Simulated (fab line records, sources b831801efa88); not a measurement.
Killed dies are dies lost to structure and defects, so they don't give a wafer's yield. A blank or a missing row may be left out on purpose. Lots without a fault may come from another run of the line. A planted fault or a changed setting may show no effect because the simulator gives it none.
Which tool did it? | flow gf180mcu | 24 lots, 72 wafers sampled, at 5 steps of a route of 602

WHAT THE GAUGES READ, wafer by wafer
GF_M3_THK_MEAS_06: measures by xrf. Usual: M3_ALCU_THK 456 nm, standard deviation 5.6.
lot  | measured     | on            | M3_ALCU_THK (nm) | flag
L074 | day 20 06:28 | film_metro-01 | 468 463 469      |
L075 | day 20 15:51 | film_metro-03 | 468 459 465      |
L076 | day 21 01:43 | film_metro-03 | 451 457 455      |
L077 | day 21 11:07 | film_metro-02 | 453 460 455      |
L078 | day 21 22:01 | film_metro-01 | 453 463 462      |
L079 | day 22 04:20 | film_metro-01 | 456 460 463      |
L080 | day 22 16:14 | film_metro-01 | 457 464 457      |
L081 | day 23 03:30 | film_metro-02 | 453 452 450      |
L082 | day 23 11:43 | film_metro-03 | 464 458 455      |
L083 | day 23 22:54 | film_metro-02 | 455 459 450      |
L084 | day 24 01:23 | film_metro-02 | 458 458 462      |
L085 | day 24 16:50 | film_metro-02 | 456 451 452      |
L086 | day 25 02:26 | film_metro-01 | 451 456 453      |
L087 | day 25 07:20 | film_metro-03 | 461 461 461      |
L088 | day 25 12:34 | film_metro-02 | 453 451 450      |
L089 | day 25 21:11 | film_metro-02 | 451 459 460      |
L090 | day 26 04:21 | film_metro-02 | 446 453 452      |
L091 | day 26 10:40 | film_metro-02 | 459 457 453      |
L092 | day 26 19:19 | film_metro-02 | 445 449 444      |
L093 | day 27 00:44 | film_metro-03 | 457 460 458      |
L094 | day 27 09:50 | film_metro-03 | 459 456 458      |
L095 | day 27 15:26 | film_metro-01 | 454 455 455      |
L096 | day 27 20:57 | film_metro-01 | 462 460 462      |
L097 | day 28 08:19 | film_metro-03 | 447 448 448      |

GF_V3_THK_MEAS_03. Usual: V3_CVD_02_THK 847 nm, standard deviation 9.8.
lot  | measured     | on            | V3_CVD_02_THK (nm) | flag
L074 | day 21 07:10 | film_metro-04 | 857 837 846        |
L075 | day 21 16:36 | film_metro-03 | 850 860 848        |
L076 | day 22 02:28 | film_metro-04 | 844 859 859        |
L077 | day 22 11:57 | film_metro-02 | 828 845 846        |
L078 | day 22 22:18 | film_metro-03 | 851 841 851        |
L079 | day 23 04:02 | film_metro-02 | 860 845 851        |
L080 | day 23 15:41 | film_metro-02 | 833 844 844        |
L081 | day 24 03:15 | film_metro-02 | 844 834 848        |
L082 | day 24 10:40 | film_metro-02 | 846 829 847        |
L083 | day 24 22:04 | film_metro-04 | 846 841 856        |
L084 | day 24 23:26 | film_metro-03 | 846 846 849        |
L085 | day 25 14:50 | film_metro-02 | 829 840 851        |
L086 | day 25 23:59 | film_metro-04 | 848 859 852        |
L087 | day 26 05:09 | film_metro-02 | 838 879 853        |
L088 | day 26 10:50 | film_metro-02 | 840 856 858        |
L089 | day 26 19:03 | film_metro-04 | 829 842 843        |
L090 | day 27 01:40 | film_metro-04 | 843 834 856        |
L091 | day 27 08:00 | film_metro-03 | 820 828 838        |
L092 | day 27 16:44 | film_metro-02 | 840 849 851        |
L093 | day 27 21:38 | film_metro-02 | 836 849 854        |
L094 | day 28 06:22 | film_metro-02 | 853 845 871        |
L095 | day 28 11:43 | film_metro-04 | 843 849 860        |
L096 | day 28 16:57 | film_metro-04 | 837 850 851        |
L097 | day 29 03:53 | film_metro-03 | 843 829 852        |

WHICH TOOL RAN EACH LOT (tool, then ch and the chambers of the sampled wafers, then the start)
lot  | GF_M1_STRIP_17                       | GF_V1_ETCH_16                      | GF_M2_SPUTTER_02
L074 | plasma_asher-01 ch 0,1, day 17 01:39 | rie_diel-02 ch 0,1,3, day 18 01:58 | pvd_sputter-02, day 18 03:26
L075 | plasma_asher-03 ch 0,1, day 17 08:26 | rie_diel-04 ch 0,1,2, day 18 09:49 | pvd_sputter-03, day 18 11:17
L076 | plasma_asher-03 ch 0,1, day 17 19:39 | rie_diel-01 ch 1,2,3, day 18 20:44 | pvd_sputter-04, day 18 22:13
L077 | plasma_asher-02 ch 0,1, day 18 03:27 | rie_diel-04 ch 0,3, day 19 05:14   | pvd_sputter-03, day 19 06:47
L078 | plasma_asher-02 ch 0,1, day 18 14:47 | rie_diel-04 ch 0,2,3, day 19 16:36 | pvd_sputter-02, day 19 18:10
L079 | plasma_asher-03 ch 0,1, day 18 22:40 | rie_diel-02 ch 0,1, day 19 23:47   | pvd_sputter-02, day 20 01:18
L080 | plasma_asher-03 ch 0,1, day 19 10:57 | rie_diel-04 ch 0,2,3, day 20 12:25 | pvd_sputter-04, day 20 13:53
L081 | plasma_asher-02 ch 0,1, day 19 21:35 | rie_diel-01 ch 1,2, day 20 23:19   | pvd_sputter-02, day 21 00:47
L082 | plasma_asher-03 ch 0,1, day 20 07:02 | rie_diel-04 ch 1,2, day 21 08:22   | pvd_sputter-03, day 21 09:51
L083 | plasma_asher-01 ch 0,1, day 20 18:17 | rie_diel-02 ch 0,1,2, day 21 19:52 | pvd_sputter-04, day 21 21:20
L084 | plasma_asher-02 ch 0,1, day 20 22:32 | rie_diel-02 ch 2,3, day 21 23:25   | pvd_sputter-03, day 22 00:53
L085 | plasma_asher-03 ch 0,1, day 21 14:27 | rie_diel-02 ch 0,1,3, day 22 14:53 | pvd_sputter-02, day 22 16:26
L086 | plasma_asher-01 ch 0,1, day 22 00:09 | rie_diel-04 ch 0,2, day 23 00:40   | pvd_sputter-02, day 23 02:17
L087 | plasma_asher-01 ch 0,1, day 22 05:41 | rie_diel-04 ch 0,1,2, day 23 06:16 | pvd_sputter-03, day 23 07:52
L088 | plasma_asher-01 ch 0,1, day 22 10:18 | rie_diel-02 ch 0,3, day 23 11:19   | pvd_sputter-03, day 23 12:48
L089 | plasma_asher-03 ch 0,1, day 22 20:05 | rie_diel-02 ch 0,2,3, day 23 20:02 | pvd_sputter-04, day 23 21:31
L090 | plasma_asher-01 ch 0,1, day 23 04:20 | rie_diel-02 ch 1,3, day 24 03:46   | pvd_sputter-04, day 24 05:15
L091 | plasma_asher-03 ch 0,1, day 23 11:18 | rie_diel-01 ch 0,1,3, day 24 10:50 | pvd_sputter-04, day 24 12:19
L092 | plasma_asher-01 ch 0,1, day 23 18:36 | rie_diel-04 ch 0,3, day 24 18:13   | pvd_sputter-03, day 24 20:06
L093 | plasma_asher-02 ch 0, day 24 03:28   | rie_diel-01 ch 0,2,3, day 25 02:46 | pvd_sputter-04, day 25 04:20
L094 | plasma_asher-01 ch 0,1, day 24 11:43 | rie_diel-01 ch 2,3, day 25 11:07   | pvd_sputter-04, day 25 12:40
L095 | plasma_asher-03 ch 0,1, day 24 18:40 | rie_diel-01 ch 0,2,3, day 25 17:40 | pvd_sputter-03, day 25 19:29
L096 | plasma_asher-02 ch 0,1, day 25 01:28 | rie_diel-04 ch 0,2,3, day 25 23:37 | pvd_sputter-03, day 26 01:06
L097 | plasma_asher-02 ch 0,1, day 25 10:49 | rie_diel-02 ch 0,3, day 26 09:53   | pvd_sputter-02, day 26 11:43
- GF_M1_STRIP_17: strips in O2/N2.
- GF_V1_ETCH_16: etches BARC in N2/H2.
- GF_M2_SPUTTER_02: material AlCu, target thk 450 nm, time 23.9 s.

WHAT THE TOOLS THEMSELVES READ (means of the sampled wafers that have a number; where no wafer has one, the mark that the record gives instead)
GF_M1_STRIP_17. Usual: drypump_motor_current_A 5.8 A, standard deviation 0.35; heater_power_w 373 W, standard deviation 26; oes_product_au 0.556 a.u., standard deviation 0.0048; platen_temp_c 249.98 C, standard deviation 0.19; strip_time_to_endpoint_s 7.93 s, standard deviation 0.05.
lot  | tool            | drypump_motor_current_A (A) | heater_power_w (W) | oes_product_au (a.u.) | platen_temp_c (C) | strip_time_to_endpoint_s (s) | flag
L074 | plasma_asher-01 | 5.3                         | 338                | 0.561                 | 249.84            | 7.94                         |
L075 | plasma_asher-03 | 6.0                         | 387                | 0.551                 | 249.98            | 7.95                         |
L076 | plasma_asher-03 | 5.9                         | 373                | 0.555                 | 249.82            | 7.95                         |
L077 | plasma_asher-02 | 6.2                         | 380                | 0.555                 | 250.00            | 7.98                         |
L078 | plasma_asher-02 | 6.2                         | 377                | 0.558                 | 249.93            | 7.97                         |
L079 | plasma_asher-03 | 5.9                         | 395                | 0.558                 | 249.91            | 7.97                         |
L080 | plasma_asher-03 | 5.9                         | 375                | 0.549                 | 250.01            | 7.87                         |
L081 | plasma_asher-02 | 6.2                         | 380                | 0.560                 | 250.17            | 7.97                         |
L082 | plasma_asher-03 | 6.0                         | 387                | 0.562                 | 249.89            | 8.01                         |
L083 | plasma_asher-01 | 5.3                         | 374                | 0.550                 | 250.00            | 7.83                         |
L084 | plasma_asher-02 | 6.2                         | 374                | 0.555                 | 250.03            | 7.94                         |
L085 | plasma_asher-03 | 5.9                         | 372                | 0.560                 | 249.89            | 7.92                         |
L086 | plasma_asher-01 | 5.3                         | 356                | 0.557                 | 249.90            | 7.93                         |
L087 | plasma_asher-01 | 5.4                         | 360                | 0.554                 | 250.05            | 7.95                         |
L088 | plasma_asher-01 | 5.4                         | 357                | 0.561                 | 249.92            | 7.94                         |
L089 | plasma_asher-03 | 5.9                         | 370                | 0.555                 | 249.89            | 7.93                         |
L090 | plasma_asher-01 | 5.3                         | 361                | 0.563                 | 250.00            | 7.95                         |
L091 | plasma_asher-03 | 5.9                         | 371                | 0.558                 | 249.98            | 7.96                         |
L092 | plasma_asher-01 | 5.4                         | 360                | 0.555                 | 249.82            | 7.93                         |
L093 | plasma_asher-02 | 6.3                         | 389                | 0.558                 | 250.22            | 7.96                         |
L094 | plasma_asher-01 | 5.3                         | 377                | 0.554                 | 249.93            | 7.89                         |
L095 | plasma_asher-03 | 6.0                         | 392                | 0.553                 | 250.12            | 7.93                         |
L096 | plasma_asher-02 | 6.0                         | 371                | 0.554                 | 250.18            | 7.90                         |
L097 | plasma_asher-02 | 6.0                         | 360                | 0.556                 | 250.09            | 7.90                         |

GF_V1_ETCH_16. Usual: drypump_motor_current_A 5.7 A, standard deviation 0.47; oes_product_au 0.855 a.u., standard deviation 0.0057; throttle_valve_pct 13.224 %, standard deviation 0.0098.
lot  | tool        | drypump_motor_current_A (A) | oes_product_au (a.u.) | throttle_valve_pct (%) | flag
L074 | rie_diel-02 | 5.8                         | 0.853                 | 13.225                 |
L075 | rie_diel-04 | 5.9                         | 0.857                 | 13.215                 |
L076 | rie_diel-01 | 5.5                         | 0.860                 | 13.223                 |
L077 | rie_diel-04 | 5.3                         | 0.852                 | 13.225                 |
L078 | rie_diel-04 | 5.6                         | 0.852                 | 13.226                 |
L079 | rie_diel-02 | 6.1                         | 0.853                 | 13.221                 |
L080 | rie_diel-04 | 5.7                         | 0.857                 | 13.223                 |
L081 | rie_diel-01 | 5.5                         | 0.852                 | 13.232                 |
L082 | rie_diel-04 | 6.2                         | 0.853                 | 13.228                 |
L083 | rie_diel-02 | 5.8                         | 0.850                 | 13.220                 |
L084 | rie_diel-02 | 5.2                         | 0.857                 | 13.222                 |
L085 | rie_diel-02 | 5.8                         | 0.858                 | 13.229                 |
L086 | rie_diel-04 | 6.0                         | 0.849                 | 13.221                 |
L087 | rie_diel-04 | 5.9                         | 0.858                 | 13.215                 |
L088 | rie_diel-02 | 5.5                         | 0.855                 | 13.224                 |
L089 | rie_diel-02 | 5.5                         | 0.858                 | 13.229                 |
L090 | rie_diel-02 | 5.8                         | 0.857                 | 13.226                 |
L091 | rie_diel-01 | 5.7                         | 0.856                 | 13.231                 |
L092 | rie_diel-04 | 5.3                         | 0.861                 | 13.225                 |
L093 | rie_diel-01 | 5.8                         | 0.853                 | 13.219                 |
L094 | rie_diel-01 | 5.5                         | 0.852                 | 13.223                 |
L095 | rie_diel-01 | 5.8                         | 0.852                 | 13.221                 |
L096 | rie_diel-04 | 5.6                         | 0.860                 | 13.232                 |
L097 | rie_diel-02 | 5.5                         | 0.853                 | 13.220                 |

GF_M2_SPUTTER_02. Usual: chamber_pressure_pa 0.4001 Pa, standard deviation 0.00079; throttle_valve_pct 30.0 %, standard deviation 0.86.
lot  | tool           | chamber_pressure_pa (Pa) | throttle_valve_pct (%) | flag
L074 | pvd_sputter-02 | 0.4000                   | 29.8                   |
L075 | pvd_sputter-03 | 0.4005                   | 29.4                   |
L076 | pvd_sputter-04 | 0.3988                   | 30.0                   |
L077 | pvd_sputter-03 | 0.3993                   | 31.0                   |
L078 | pvd_sputter-02 | 0.4009                   | 29.7                   |
L079 | pvd_sputter-02 | 0.4002                   | 28.7                   |
L080 | pvd_sputter-04 | 0.4006                   | 30.7                   |
L081 | pvd_sputter-02 | 0.4000                   | 29.2                   |
L082 | pvd_sputter-03 | 0.4006                   | 29.6                   |
L083 | pvd_sputter-04 | 0.4001                   | 30.6                   |
L084 | pvd_sputter-03 | 0.4005                   | 29.6                   |
L085 | pvd_sputter-02 | 0.4000                   | 30.6                   |
L086 | pvd_sputter-02 | 0.4001                   | 29.7                   |
L087 | pvd_sputter-03 | 0.3996                   | 29.9                   |
L088 | pvd_sputter-03 | 0.4001                   | 29.2                   |
L089 | pvd_sputter-04 | 0.4003                   | 30.3                   |
L090 | pvd_sputter-04 | 0.4006                   | 30.6                   |
L091 | pvd_sputter-04 | 0.4000                   | 30.6                   |
L092 | pvd_sputter-03 | 0.4000                   | 30.1                   |
L093 | pvd_sputter-04 | 0.3996                   | 30.3                   |
L094 | pvd_sputter-04 | 0.4007                   | 30.0                   |
L095 | pvd_sputter-03 | 0.4007                   | 30.4                   |
L096 | pvd_sputter-03 | 0.3998                   | 30.1                   |
L097 | pvd_sputter-02 | 0.4000                   | 29.8                   |

THE ANSWER, worked out from the rows above alone
Rule: a lot is off if the mean of its wafers that have a number lies more than 3 standard deviations from the usual mean. A lot without any number at a reading at which 4 lots or more have one is off too. The other lots that the step has rows for count as sound. The gauges are gone through in route order, then the tools' own readings, and for those a lot's mean is taken as printed above. The first step at which some lot is off is used, and at that step the reading that is off furthest; a lot without a number counts as furthest.
No lot is off at any reading shown: from this, nothing can be told.

WHAT THE SIMULATOR HAD PUT IN
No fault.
